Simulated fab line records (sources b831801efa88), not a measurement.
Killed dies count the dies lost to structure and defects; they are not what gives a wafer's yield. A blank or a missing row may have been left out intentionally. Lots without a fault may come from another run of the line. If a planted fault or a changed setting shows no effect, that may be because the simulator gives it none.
fab line records / flow sky130
record lots=12 wafers=36 last-day=50
route steps=708 shown VIA2@531 METAL4@629 METAL5@675 PASSIVATION@681 PAD_OPEN@708
lots with no fault: from the same line, run without faults
start-h: the number of hours between the record's first day and the start of the first shown wafer of the lot / wait-h: how many hours have passed since the lot's step before this one / " unchanged from the row above / L1.1+2: a row that stands for several wafers / - either no value or no given start / * or withheld: withheld / < > ~ a bound
route shown NAME@n: NAME is a module with steps in the file, n the number in the route of the first one / usual: mean/standard deviation taken from wafers without a fault / same: alike in all rows / chamber/n: place in a boat / sites: per-site readings / _std_site: how widely they spread, as a standard deviation / _edge_site: the outer-site mean with the inner-site mean subtracted / radius-mm: how far each site lies from the wafer's centre / mask NAME#n: copy n / behind: the last tool/chamber to shape the wafer / hold: what put the lot on hold/how long, in hours/how the hold closed / device: transistor that didn't switch, given as n, p or np / end of line: tests run on the same wafers once the route is complete / step lacking rows: just its recipe / killed: count of dies lost to structure and defects at first sort (not the wafer's yield) / map: per-die view of a wafer (x killed, . not killed, _ where there is no die)
set.NAME: the setting the step ran with; set.NAME@STEP: the setting that earlier step ran with / model.NAME: the simulator's own value behind a step, which no gauge read
one table for each step of the route and one row for each wafer, over a sample of lots
services: from which hour (start-h, from the record's first day; less than 0 if before it) a tool's chamber was out of use, for how many hours, and why
## steps
# step SKY_VIA2_CMP_24
# recipe stop-on=SiO2 t-overpolish-s=20 down-force-psi=3.5 platen-rpm=60 target-thk-nm=0 pad-velocity-m-s=0.94248
# usual motor-current-A=10.9/1.3 overpolish-run-s=20.000/0.0095 time-to-endpoint-s=100/3.6
lot.wafer=L657.3 tool=cmp-01 chamber=0 start-h=853.08 wait-h=0.2 motor-current-A=9.2 overpolish-run-s=20.001 time-to-endpoint-s=97
lot.wafer=L657.5 tool=cmp-01 chamber=1 start-h=853.08 wait-h=0.2 motor-current-A=13.4 overpolish-run-s=20.002 time-to-endpoint-s=104
lot.wafer=L657.6 tool=cmp-01 chamber=2 start-h=853.08 wait-h=0.2 motor-current-A=10.7 overpolish-run-s=19.992 time-to-endpoint-s=103
lot.wafer=L658.2 tool=cmp-01 chamber=2 start-h=857.50 wait-h=0.1 motor-current-A=10.7 overpolish-run-s=19.985 time-to-endpoint-s=101
lot.wafer=L658.4 tool=cmp-01 chamber=3 start-h=857.50 wait-h=0.1 motor-current-A=10.4 overpolish-run-s=19.988 time-to-endpoint-s=99
lot.wafer=L658.5 tool=cmp-01 chamber=1 start-h=857.50 wait-h=0.1 motor-current-A=13.6 overpolish-run-s=20.011 time-to-endpoint-s=103
lot.wafer=L660.1 tool=cmp-02 chamber=0 start-h=880.15 wait-h=0.1 motor-current-A=11.7 overpolish-run-s=20.005 time-to-endpoint-s=99
lot.wafer=L660.3 tool=cmp-02 chamber=1 start-h=880.15 wait-h=0.1 motor-current-A=8.8 overpolish-run-s=20.013 time-to-endpoint-s=99
lot.wafer=L660.6 tool=cmp-02 chamber=2 start-h=880.15 wait-h=0.1 motor-current-A=10.6 overpolish-run-s=20.001 time-to-endpoint-s=100
lot.wafer=L662.3 tool=cmp-01 chamber=3 start-h=889.04 wait-h=0.1 motor-current-A=10.3 overpolish-run-s=19.995 time-to-endpoint-s=106
lot.wafer=L662.1 tool=cmp-01 chamber=0 start-h=889.04 wait-h=0.1 motor-current-A=9.0 overpolish-run-s=19.996 time-to-endpoint-s=104
lot.wafer=L662.5 tool=cmp-01 chamber=2 start-h=889.04 wait-h=0.1 motor-current-A=10.8 overpolish-run-s=20.002 time-to-endpoint-s=107
lot.wafer=L664.3 tool=cmp-02 chamber=0 start-h=910.15 wait-h=0.1 motor-current-A=11.5 overpolish-run-s=20.006 time-to-endpoint-s=97
lot.wafer=L664.6 tool=cmp-02 chamber=3 start-h=910.15 wait-h=0.1 motor-current-A=11.2 overpolish-run-s=19.994 time-to-endpoint-s=105
lot.wafer=L664.5 tool=cmp-02 chamber=0 start-h=910.15 wait-h=0.1 motor-current-A=11.5 overpolish-run-s=19.990 time-to-endpoint-s=97
lot.wafer=L667.1 tool=cmp-02 chamber=0 start-h=935.18 wait-h=0.2 motor-current-A=11.7 overpolish-run-s=20.001 time-to-endpoint-s=98
lot.wafer=L667.2 tool=cmp-02 chamber=1 start-h=935.18 wait-h=0.2 motor-current-A=9.2 overpolish-run-s=20.004 time-to-endpoint-s=99
lot.wafer=L667.6 tool=cmp-02 chamber=2 start-h=935.18 wait-h=0.2 motor-current-A=11.2 overpolish-run-s=20.011 time-to-endpoint-s=96
lot.wafer=L668.2 tool=cmp-02 chamber=3 start-h=939.22 wait-h=0.0 motor-current-A=11.6 overpolish-run-s=20.013 time-to-endpoint-s=101
lot.wafer=L668.4 tool=cmp-02 chamber=0 start-h=939.22 wait-h=0.0 motor-current-A=11.9 overpolish-run-s=20.009 time-to-endpoint-s=97
lot.wafer=L668.5 tool=cmp-02 chamber=3 start-h=939.22 wait-h=0.0 motor-current-A=11.6 overpolish-run-s=20.011 time-to-endpoint-s=98
lot.wafer=L669.2 tool=cmp-01 chamber=0 start-h=943.60 wait-h=0.1 motor-current-A=9.3 overpolish-run-s=19.982 time-to-endpoint-s=101
lot.wafer=L669.1 tool=cmp-01 chamber=1 start-h=943.60 wait-h=0.1 motor-current-A=13.6 overpolish-run-s=19.991 time-to-endpoint-s=100
lot.wafer=L669.6 tool=cmp-01 chamber=3 start-h=943.60 wait-h=0.1 motor-current-A=10.5 overpolish-run-s=19.998 time-to-endpoint-s=98
lot.wafer=L670.1 tool=cmp-02 chamber=2 start-h=953.34 wait-h=0.1 motor-current-A=11.2 overpolish-run-s=20.017 time-to-endpoint-s=98
lot.wafer=L670.6 tool=cmp-02 chamber=0 start-h=953.34 wait-h=0.1 motor-current-A=11.8 overpolish-run-s=19.994 time-to-endpoint-s=106
lot.wafer=L670.5 tool=cmp-02 chamber=1 start-h=953.34 wait-h=0.1 motor-current-A=8.7 overpolish-run-s=20.008 time-to-endpoint-s=101
lot.wafer=L673.1 tool=cmp-01 chamber=2 start-h=975.50 wait-h=0.1 motor-current-A=11.4 overpolish-run-s=20.013 time-to-endpoint-s=99
lot.wafer=L673.6 tool=cmp-01 chamber=0 start-h=975.50 wait-h=0.1 motor-current-A=9.1 overpolish-run-s=20.002 time-to-endpoint-s=101
lot.wafer=L673.5 tool=cmp-01 chamber=1 start-h=975.50 wait-h=0.1 motor-current-A=14.2 overpolish-run-s=20.002 time-to-endpoint-s=98
lot.wafer=L676.2 tool=cmp-02 chamber=2 start-h=994.54 wait-h=0.0 motor-current-A=10.8 overpolish-run-s=19.999 time-to-endpoint-s=101
lot.wafer=L676.3 tool=cmp-02 chamber=1 start-h=994.54 wait-h=0.0 motor-current-A=9.0 overpolish-run-s=19.983 time-to-endpoint-s=100
lot.wafer=L676.5 tool=cmp-02 chamber=2 start-h=994.54 wait-h=0.0 motor-current-A=10.9 overpolish-run-s=20.010 time-to-endpoint-s=99
lot.wafer=L677.2 tool=cmp-02 chamber=2 start-h=995.30 wait-h=0.2 motor-current-A=11.3 overpolish-run-s=20.017 time-to-endpoint-s=94
lot.wafer=L677.5 tool=cmp-02 chamber=3 start-h=995.30 wait-h=0.2 motor-current-A=11.3 overpolish-run-s=19.995 time-to-endpoint-s=99
lot.wafer=L677.6 tool=cmp-02 chamber=0 start-h=995.30 wait-h=0.2 motor-current-A=11.9 overpolish-run-s=20.001 time-to-endpoint-s=92
# step SKY_METAL4_CD_MEAS_13
# recipe target-cd-nm=300
# usual cd-nm=299.6/1.6
lot.wafer=L657.3 tool=cd-sem-02 chamber=- start-h=981.89 wait-h=- cd-nm=297.2
lot.wafer=L657.5 tool=cd-sem-02 chamber=- start-h=981.89 wait-h=- cd-nm=299.9
lot.wafer=L657.6 tool=cd-sem-02 chamber=- start-h=981.89 wait-h=- cd-nm=299.6
lot.wafer=L658.2 tool=cd-sem-02 chamber=- start-h=985.77 wait-h=- cd-nm=298.9
lot.wafer=L658.4 tool=cd-sem-02 chamber=- start-h=985.77 wait-h=- cd-nm=299.1
lot.wafer=L658.5 tool=cd-sem-02 chamber=- start-h=985.77 wait-h=- cd-nm=298.7
lot.wafer=L660.1 tool=cd-sem-02 chamber=- start-h=1005.83 wait-h=- cd-nm=297.0
lot.wafer=L660.3 tool=cd-sem-02 chamber=- start-h=1005.83 wait-h=- cd-nm=297.0
lot.wafer=L660.6 tool=cd-sem-02 chamber=- start-h=1005.83 wait-h=- cd-nm=296.2
lot.wafer=L662.1 tool=cd-sem-02 chamber=- start-h=1015.47 wait-h=- cd-nm=297.9
lot.wafer=L662.3 tool=cd-sem-02 chamber=- start-h=1015.47 wait-h=- cd-nm=299.7
lot.wafer=L662.5 tool=cd-sem-02 chamber=- start-h=1015.47 wait-h=- cd-nm=299.7
lot.wafer=L664.3 tool=cd-sem-02 chamber=- start-h=1035.29 wait-h=- cd-nm=300.0
lot.wafer=L664.5 tool=cd-sem-02 chamber=- start-h=1035.29 wait-h=- cd-nm=301.7
lot.wafer=L664.6 tool=cd-sem-02 chamber=- start-h=1035.29 wait-h=- cd-nm=300.3
lot.wafer=L667.1 tool=cd-sem-01 chamber=- start-h=1056.37 wait-h=- cd-nm=299.9
lot.wafer=L667.2 tool=cd-sem-01 chamber=- start-h=1056.37 wait-h=- cd-nm=298.3
lot.wafer=L667.6 tool=cd-sem-01 chamber=- start-h=1056.37 wait-h=- cd-nm=297.0
lot.wafer=L668.2 tool=cd-sem-02 chamber=- start-h=1059.87 wait-h=- cd-nm=300.1
lot.wafer=L668.4 tool=cd-sem-02 chamber=- start-h=1059.87 wait-h=- cd-nm=299.5
lot.wafer=L668.5 tool=cd-sem-02 chamber=- start-h=1059.87 wait-h=- cd-nm=300.4
lot.wafer=L669.1 tool=cd-sem-01 chamber=- start-h=1062.77 wait-h=- cd-nm=297.7
lot.wafer=L669.2 tool=cd-sem-01 chamber=- start-h=1062.77 wait-h=- cd-nm=297.9
lot.wafer=L669.6 tool=cd-sem-01 chamber=- start-h=1062.77 wait-h=- cd-nm=297.9
lot.wafer=L670.1 tool=cd-sem-02 chamber=- start-h=1072.22 wait-h=- cd-nm=298.8
lot.wafer=L670.5 tool=cd-sem-02 chamber=- start-h=1072.22 wait-h=- cd-nm=297.2
lot.wafer=L670.6 tool=cd-sem-02 chamber=- start-h=1072.22 wait-h=- cd-nm=299.7
lot.wafer=L673.1 tool=cd-sem-01 chamber=- start-h=1090.98 wait-h=- cd-nm=302.0
lot.wafer=L673.5 tool=cd-sem-01 chamber=- start-h=1090.98 wait-h=- cd-nm=300.7
lot.wafer=L673.6 tool=cd-sem-01 chamber=- start-h=1090.98 wait-h=- cd-nm=301.1
lot.wafer=L676.2 tool=cd-sem-02 chamber=- start-h=1108.05 wait-h=- cd-nm=300.1
lot.wafer=L676.3 tool=cd-sem-02 chamber=- start-h=1108.05 wait-h=- cd-nm=300.7
lot.wafer=L676.5 tool=cd-sem-02 chamber=- start-h=1108.05 wait-h=- cd-nm=299.3
lot.wafer=L677.2 tool=cd-sem-02 chamber=- start-h=1108.75 wait-h=- cd-nm=301.2
lot.wafer=L677.5 tool=cd-sem-02 chamber=- start-h=1108.75 wait-h=- cd-nm=301.2
lot.wafer=L677.6 tool=cd-sem-02 chamber=- start-h=1108.75 wait-h=- cd-nm=299.5
# step SKY_METAL5_DESCUM_14
# recipe chemistry=O2 source-power-w=150 bias-power-w=0 pressure-mtorr=10 temp-c=40 time-s=11
# usual drypump-motor-current-A=5.9/0.39 oes-product-au=1.001/0.0076
lot.wafer=L657.3 tool=rie-metal-01 chamber=0 start-h=1030.94 wait-h=0.1 drypump-motor-current-A=5.7 oes-product-au=1.012 rf-hours-counter-h=-
lot.wafer=L657.5 tool=rie-metal-01 chamber=0 start-h=1030.94 wait-h=0.1 drypump-motor-current-A=5.7 oes-product-au=1.009 rf-hours-counter-h=-
lot.wafer=L657.6 tool=rie-metal-01 chamber=0 start-h=1030.94 wait-h=0.1 drypump-motor-current-A=5.7 oes-product-au=1.006 rf-hours-counter-h=-
lot.wafer=L658.2 tool=rie-metal-03 chamber=0 start-h=1035.90 wait-h=0.1 drypump-motor-current-A=6.4 oes-product-au=0.989 rf-hours-counter-h=2
lot.wafer=L658.4 tool=rie-metal-03 chamber=1 start-h=1035.90 wait-h=0.1 drypump-motor-current-A=5.8 oes-product-au=1.001 rf-hours-counter-h=-
lot.wafer=L658.5 tool=rie-metal-03 chamber=0 start-h=1035.90 wait-h=0.1 drypump-motor-current-A=6.4 oes-product-au=0.995 rf-hours-counter-h=-
lot.wafer=L660.1 tool=rie-metal-03 chamber=0 start-h=1054.58 wait-h=0.1 drypump-motor-current-A=6.4 oes-product-au=0.996 rf-hours-counter-h=4
lot.wafer=L660.3 tool=rie-metal-03 chamber=0 start-h=1054.58 wait-h=0.1 drypump-motor-current-A=6.4 oes-product-au=0.990 rf-hours-counter-h=-
lot.wafer=L660.6 tool=rie-metal-03 chamber=0 start-h=1054.58 wait-h=0.1 drypump-motor-current-A=6.4 oes-product-au=0.983 rf-hours-counter-h=-
lot.wafer=L662.1 tool=rie-metal-03 chamber=1 start-h=1063.55 wait-h=0.1 drypump-motor-current-A=5.8 oes-product-au=0.991 rf-hours-counter-h=9
lot.wafer=L662.3 tool=rie-metal-03 chamber=1 start-h=1063.55 wait-h=0.1 drypump-motor-current-A=5.8 oes-product-au=1.002 rf-hours-counter-h=-
lot.wafer=L662.5 tool=rie-metal-03 chamber=0 start-h=1063.55 wait-h=0.1 drypump-motor-current-A=6.5 oes-product-au=0.987 rf-hours-counter-h=-
lot.wafer=L664.3 tool=rie-metal-04 chamber=0 start-h=1081.04 wait-h=0.1 drypump-motor-current-A=5.5 oes-product-au=0.996 rf-hours-counter-h=-
lot.wafer=L664.5 tool=rie-metal-04 chamber=1 start-h=1081.04 wait-h=0.1 drypump-motor-current-A=6.4 oes-product-au=1.004 rf-hours-counter-h=-
lot.wafer=L664.6 tool=rie-metal-04 chamber=0 start-h=1081.04 wait-h=0.1 drypump-motor-current-A=5.5 oes-product-au=1.008 rf-hours-counter-h=-
lot.wafer=L667.1 tool=rie-metal-04 chamber=0 start-h=1100.97 wait-h=0.1 drypump-motor-current-A=5.5 oes-product-au=1.015 rf-hours-counter-h=17
lot.wafer=L667.2 tool=rie-metal-04 chamber=1 start-h=1100.97 wait-h=0.1 drypump-motor-current-A=6.5 oes-product-au=1.003 rf-hours-counter-h=12
lot.wafer=L667.6 tool=rie-metal-04 chamber=0 start-h=1100.97 wait-h=0.1 drypump-motor-current-A=5.5 oes-product-au=1.005 rf-hours-counter-h=-
lot.wafer=L668.2 tool=rie-metal-03 chamber=0 start-h=1104.42 wait-h=0.1 drypump-motor-current-A=6.4 oes-product-au=0.996 rf-hours-counter-h=7
lot.wafer=L668.4 tool=rie-metal-03 chamber=0 start-h=1104.42 wait-h=0.1 drypump-motor-current-A=6.4 oes-product-au=1.000 rf-hours-counter-h=-
lot.wafer=L668.5 tool=rie-metal-03 chamber=0 start-h=1104.42 wait-h=0.1 drypump-motor-current-A=6.4 oes-product-au=1.007 rf-hours-counter-h=-
lot.wafer=L669.1 tool=rie-metal-01 chamber=0 start-h=1107.40 wait-h=0.1 drypump-motor-current-A=5.7 oes-product-au=1.013 rf-hours-counter-h=4
lot.wafer=L669.2 tool=rie-metal-01 chamber=1 start-h=1107.40 wait-h=0.1 drypump-motor-current-A=5.5 oes-product-au=1.004 rf-hours-counter-h=23
lot.wafer=L669.6 tool=rie-metal-01 chamber=1 start-h=1107.40 wait-h=0.1 drypump-motor-current-A=5.5 oes-product-au=1.006 rf-hours-counter-h=-
lot.wafer=L670.1 tool=rie-metal-04 chamber=0 start-h=1116.62 wait-h=0.1 drypump-motor-current-A=5.5 oes-product-au=0.999 rf-hours-counter-h=18
lot.wafer=L670.5 tool=rie-metal-04 chamber=0 start-h=1116.62 wait-h=0.1 drypump-motor-current-A=5.5 oes-product-au=0.994 rf-hours-counter-h=-
lot.wafer=L670.6 tool=rie-metal-04 chamber=1 start-h=1116.62 wait-h=0.1 drypump-motor-current-A=6.5 oes-product-au=1.011 rf-hours-counter-h=-
lot.wafer=L673.1 tool=rie-metal-03 chamber=1 start-h=1133.77 wait-h=0.1 drypump-motor-current-A=5.8 oes-product-au=1.003 rf-hours-counter-h=14
lot.wafer=L673.5 tool=rie-metal-03 chamber=0 start-h=1133.77 wait-h=0.1 drypump-motor-current-A=6.4 oes-product-au=0.994 rf-hours-counter-h=-
lot.wafer=L673.6 tool=rie-metal-03 chamber=1 start-h=1133.77 wait-h=0.1 drypump-motor-current-A=5.8 oes-product-au=1.008 rf-hours-counter-h=-
lot.wafer=L676.2 tool=rie-metal-04 chamber=1 start-h=1148.82 wait-h=0.1 drypump-motor-current-A=6.4 oes-product-au=1.003 rf-hours-counter-h=16
lot.wafer=L676.3 tool=rie-metal-04 chamber=0 start-h=1148.82 wait-h=0.1 drypump-motor-current-A=5.5 oes-product-au=1.000 rf-hours-counter-h=-
lot.wafer=L676.5 tool=rie-metal-04 chamber=1 start-h=1148.82 wait-h=0.1 drypump-motor-current-A=6.5 oes-product-au=0.996 rf-hours-counter-h=-
lot.wafer=L677.2 tool=rie-metal-04 chamber=0 start-h=1150.05 wait-h=0.1 drypump-motor-current-A=5.5 oes-product-au=1.005 rf-hours-counter-h=21
lot.wafer=L677.5 tool=rie-metal-04 chamber=1 start-h=1150.05 wait-h=0.1 drypump-motor-current-A=6.5 oes-product-au=1.009 rf-hours-counter-h=-
lot.wafer=L677.6 tool=rie-metal-04 chamber=0 start-h=1150.05 wait-h=0.1 drypump-motor-current-A=5.5 oes-product-au=1.000 rf-hours-counter-h=-
# step SKY_PASSIVATION_CVD_00
# recipe material=SiO2 target-thk-nm=90 temp-c=400 time-s=withheld rf-w=600
# usual heater-power-w=667/100
lot.wafer=L657.3 tool=pecvd-04 chamber=0 start-h=1032.05 wait-h=0.0 heater-power-w=878
lot.wafer=L657.5 tool=pecvd-04 chamber=2 start-h=1032.05 wait-h=0.0 heater-power-w=683
lot.wafer=L657.6 tool=pecvd-04 chamber=1 start-h=1032.05 wait-h=0.0 heater-power-w=616
lot.wafer=L658.2 tool=pecvd-04 chamber=0 start-h=1036.80 wait-h=0.0 heater-power-w=840
lot.wafer=L658.4 tool=pecvd-04 chamber=0 start-h=1036.80 wait-h=0.0 heater-power-w=869
lot.wafer=L658.5 tool=pecvd-04 chamber=2 start-h=1036.80 wait-h=0.0 heater-power-w=644
lot.wafer=L660.1 tool=pecvd-01 chamber=0 start-h=1055.45 wait-h=0.0 heater-power-w=712
lot.wafer=L660.3 tool=pecvd-01 chamber=1 start-h=1055.45 wait-h=0.0 heater-power-w=656
lot.wafer=L660.6 tool=pecvd-01 chamber=0 start-h=1055.45 wait-h=0.0 heater-power-w=724
lot.wafer=L662.1 tool=pecvd-04 chamber=0 start-h=1064.49 wait-h=0.0 heater-power-w=738
lot.wafer=L662.3 tool=pecvd-04 chamber=1 start-h=1064.49 wait-h=0.0 heater-power-w=486
lot.wafer=L662.5 tool=pecvd-04 chamber=2 start-h=1064.49 wait-h=0.0 heater-power-w=789
lot.wafer=L664.3 tool=pecvd-02 chamber=0 start-h=1081.89 wait-h=0.0 heater-power-w=635
lot.wafer=L664.5 tool=pecvd-02 chamber=2 start-h=1081.89 wait-h=0.0 heater-power-w=655
lot.wafer=L664.6 tool=pecvd-02 chamber=1 start-h=1081.89 wait-h=0.0 heater-power-w=532
lot.wafer=L667.1 tool=pecvd-01 chamber=0 start-h=1101.83 wait-h=0.0 heater-power-w=610
lot.wafer=L667.2 tool=pecvd-01 chamber=2 start-h=1101.83 wait-h=0.0 heater-power-w=744
lot.wafer=L667.6 tool=pecvd-01 chamber=1 start-h=1101.83 wait-h=0.0 heater-power-w=635
lot.wafer=L668.2 tool=pecvd-02 chamber=0 start-h=1105.29 wait-h=0.0 heater-power-w=599
lot.wafer=L668.4 tool=pecvd-02 chamber=0 start-h=1105.29 wait-h=0.0 heater-power-w=598
lot.wafer=L668.5 tool=pecvd-02 chamber=2 start-h=1105.29 wait-h=0.0 heater-power-w=551
lot.wafer=L669.1 tool=pecvd-02 chamber=2 start-h=1108.36 wait-h=0.0 heater-power-w=676
lot.wafer=L669.2 tool=pecvd-02 chamber=1 start-h=1108.36 wait-h=0.0 heater-power-w=638
lot.wafer=L669.6 tool=pecvd-02 chamber=0 start-h=1108.36 wait-h=0.0 heater-power-w=627
lot.wafer=L670.1 tool=pecvd-04 chamber=2 start-h=1117.48 wait-h=0.0 heater-power-w=724
lot.wafer=L670.5 tool=pecvd-04 chamber=1 start-h=1117.48 wait-h=0.0 heater-power-w=510
lot.wafer=L670.6 tool=pecvd-04 chamber=0 start-h=1117.48 wait-h=0.0 heater-power-w=844
lot.wafer=L673.1 tool=pecvd-01 chamber=1 start-h=1134.63 wait-h=0.0 heater-power-w=669
lot.wafer=L673.5 tool=pecvd-01 chamber=2 start-h=1134.63 wait-h=0.0 heater-power-w=737
lot.wafer=L673.6 tool=pecvd-01 chamber=0 start-h=1134.63 wait-h=0.0 heater-power-w=685
lot.wafer=L676.2 tool=pecvd-04 chamber=2 start-h=1149.74 wait-h=0.0 heater-power-w=772
lot.wafer=L676.3 tool=pecvd-04 chamber=0 start-h=1149.74 wait-h=0.0 heater-power-w=896
lot.wafer=L676.5 tool=pecvd-04 chamber=2 start-h=1149.74 wait-h=0.0 heater-power-w=788
lot.wafer=L677.2 tool=pecvd-04 chamber=0 start-h=1150.98 wait-h=0.0 heater-power-w=854
lot.wafer=L677.5 tool=pecvd-04 chamber=1 start-h=1150.98 wait-h=0.0 heater-power-w=595
lot.wafer=L677.6 tool=pecvd-04 chamber=0 start-h=1150.98 wait-h=0.0 heater-power-w=865
# step SKY_PAD_OPEN_PROBE_99
# usual defect-limited-yield=82.8/1.8 killed_at_M0_to_M3=43/6.3 killed_at_M4_up=3.1/1.9 killed-at-contacts=24/5.1 killed-at-front-end=14/4.3 killed-at-other=0.3/0.53 killed-dies=85/8.8 killed-open=46/7.1 killed-short=38/5.9 sort_bin_3_pad_short=0.8/0.41 sort_bin_5_function=10.4/1.5 sort_bin_6_memory=6.1/1.1 sort-n-pass=407/8.8 sort-yield-pct=82.8/1.8
# same gross-dies=492 killed-at-back-side=0 sort_bin_4_leakage[%]=0 sort_bin_8_speed[%]=0
lot.wafer=L676.2 tool=prober-01 chamber=- start-h=1186.45 wait-h=0.1 defect-limited-yield[%]=77.6 killed_at_M0_to_M3=26 killed_at_M4_up=10 killed-at-contacts=22 killed-at-front-end=14 killed-at-other=38 killed-dies=110 killed-open=33 killed-short=38 sort_bin_3_pad_short[%]=2.4 sort_bin_5_function[%]=14.6 sort_bin_6_memory[%]=5.3 sort-n-pass=382 sort-yield-pct[%]=77.6
lot.wafer=L676.3 tool=prober-01 chamber=- start-h=1186.50 wait-h=0.2 defect-limited-yield[%]=70.9 killed_at_M0_to_M3=49 killed_at_M4_up=2 killed-at-contacts=22 killed-at-front-end=14 killed-at-other=56 killed-dies=143 killed-open=51 killed-short=35 sort_bin_3_pad_short[%]=4.7 sort_bin_5_function[%]=18.9 sort_bin_6_memory[%]=5.5 sort-n-pass=349 sort-yield-pct[%]=70.9
lot.wafer=L676.5 tool=prober-01 chamber=- start-h=1186.60 wait-h=0.2 defect-limited-yield[%]=73.6 killed_at_M0_to_M3=53 killed_at_M4_up=3 killed-at-contacts=24 killed-at-front-end=14 killed-at-other=36 killed-dies=130 killed-open=52 killed-short=42 sort_bin_3_pad_short[%]=3.0 sort_bin_5_function[%]=14.0 sort_bin_6_memory[%]=9.3 sort-n-pass=362 sort-yield-pct[%]=73.6
lot.wafer=L677.2 tool=prober-02 chamber=- start-h=1187.95 wait-h=0.1 defect-limited-yield[%]=74.6 killed_at_M0_to_M3=28 killed_at_M4_up=2 killed-at-contacts=27 killed-at-front-end=5 killed-at-other=63 killed-dies=125 killed-open=35 killed-short=27 sort_bin_3_pad_short[%]=3.5 sort_bin_5_function[%]=16.1 sort_bin_6_memory[%]=5.9 sort-n-pass=367 sort-yield-pct[%]=74.6
lot.wafer=L677.5 tool=prober-02 chamber=- start-h=1188.10 wait-h=0.2 defect-limited-yield[%]=71.1 killed_at_M0_to_M3=41 killed_at_M4_up=1 killed-at-contacts=30 killed-at-front-end=17 killed-at-other=53 killed-dies=142 killed-open=41 killed-short=49 sort_bin_3_pad_short[%]=3.7 sort_bin_5_function[%]=17.5 sort_bin_6_memory[%]=7.7 sort-n-pass=350 sort-yield-pct[%]=71.1
lot.wafer=L677.6 tool=prober-02 chamber=- start-h=1188.15 wait-h=0.2 defect-limited-yield[%]=71.3 killed_at_M0_to_M3=39 killed_at_M4_up=1 killed-at-contacts=37 killed-at-front-end=7 killed-at-other=57 killed-dies=141 killed-open=42 killed-short=41 sort_bin_3_pad_short[%]=3.0 sort_bin_5_function[%]=17.3 sort_bin_6_memory[%]=8.3 sort-n-pass=351 sort-yield-pct[%]=71.3
# killed by level:class
L676.2 PASSIVATION:unspecified=38 CONTACT:geometric-particle:open=11 METAL4:geometric-particle:short=8 VIA1:geometric-particle:short=6 POLY_GATE:geometric-particle:open=4 CONTACT:geometric-particle:short=4 VIA1:geometric-particle:open=4 FIELD_ISO:geometric-particle:short=3
L676.3 PASSIVATION:unspecified=56 METAL1:geometric-particle:short=11 LI_CONTACT:geometric-particle:open=10 CONTACT:geometric-particle:open=9 VIA1:geometric-particle:open=9 FIELD_ISO:geometric-particle:short=5 VIA3:geometric-particle:open=5 VIA3:geometric-particle:short=5
L676.5 PASSIVATION:unspecified=35 VIA1:geometric-particle:open=10 VIA3:geometric-particle:open=9 VIA1:geometric-particle:short=8 LI_CONTACT:geometric-particle:open=7 VIA2:geometric-particle:open=7 FIELD_ISO:geometric-particle:open=6 CONTACT:geometric-particle:short=5
L677.2 PASSIVATION:unspecified=62 CONTACT:geometric-particle:open=10 CONTACT:geometric-particle:short=8 VIA3:geometric-particle:open=6 LI_CONTACT:geometric-particle:open=5 VIA2:geometric-particle:open=4 VIA1:geometric-particle:short=4 VIA1:geometric-particle:open=4
L677.5 PASSIVATION:unspecified=52 CONTACT:geometric-particle:open=9 VIA3:geometric-particle:open=8 CONTACT:geometric-particle:short=8 VIA1:geometric-particle:short=8 FIELD_ISO:geometric-particle:short=6 LI_CONTACT:geometric-particle:open=6 VIA2:geometric-particle:open=6
L677.6 PASSIVATION:unspecified=57 CONTACT:geometric-particle:open=12 LI_CONTACT:geometric-particle:open=11 VIA1:geometric-particle:open=8 METAL2:geometric-particle:short=8 LOCAL_INTERCONNECT:geometric-particle:short=6 LI_CONTACT:geometric-particle:short=4 VIA2:geometric-particle:open=4
## services
tool=cmp-02 chamber=- start-h=830.75 hours=5.3 kind=pm
tool=pecvd-04 chamber=- start-h=833.05 hours=2.7 kind=repair
tool=rie-metal-04 chamber=1 start-h=837.16 hours=9.7 kind=repair
tool=pecvd-04 chamber=- start-h=840.93 hours=1.0 kind=repair
tool=cmp-02 chamber=- start-h=842.23 hours=0.2 kind=repair
tool=cmp-02 chamber=- start-h=855.82 hours=13.4 kind=pm
tool=pecvd-04 chamber=- start-h=872.16 hours=1.4 kind=repair
tool=cmp-01 chamber=- start-h=912.11 hours=4.0 kind=pm
tool=cmp-02 chamber=- start-h=936.03 hours=0.7 kind=repair
tool=rie-metal-03 chamber=- start-h=945.81 hours=0.8 kind=repair
tool=pecvd-04 chamber=1 start-h=969.15 hours=5.8 kind=repair
tool=pecvd-04 chamber=1 start-h=990.52 hours=5.8 kind=repair
tool=rie-metal-04 chamber=- start-h=992.34 hours=14.6 kind=pm
tool=pecvd-04 chamber=- start-h=998.69 hours=0.6 kind=repair
tool=pecvd-04 chamber=2 start-h=1012.54 hours=13.6 kind=repair
tool=pecvd-04 chamber=- start-h=1022.37 hours=1.6 kind=repair
tool=rie-metal-03 chamber=- start-h=1028.15 hours=1.4 kind=pm
tool=cmp-01 chamber=- start-h=1049.54 hours=2.5 kind=repair
tool=cmp-02 chamber=- start-h=1050.85 hours=4.0 kind=repair
tool=cmp-02 chamber=- start-h=1055.54 hours=0.9 kind=repair
tool=cmp-02 chamber=- start-h=1077.05 hours=0.3 kind=repair
tool=cmp-02 chamber=- start-h=1084.00 hours=4.0 kind=pm
tool=pecvd-04 chamber=- start-h=1106.74 hours=5.5 kind=pm
tool=cmp-02 chamber=- start-h=1112.12 hours=0.8 kind=repair
## key
first-sign step=SKY_PAD_OPEN_PROBE_99 reading=killed-at-other direction=up sigmas=50 usual=0.3 struck=50.5
effect step=SKY_PAD_OPEN_PROBE_99 reading=sort_bin_3_pad_short direction=up sigmas=6.4 usual=0.8 struck=3.4
met-at SKY_PASSIVATION_CVD_00
struck-lots L676,L677
not-acting-at SKY_VIA2_CMP_24,SKY_METAL4_CD_MEAS_13,SKY_METAL5_DESCUM_14
onset-between 1117.48 1149.74
also-fits time
fault kind=chamber-particle-source tool=pecvd-04 chamber=- onset-h=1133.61 steps=SKY_PASSIVATION_CVD_00 rate-per-visit-cm2=1.1533 end-h=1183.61
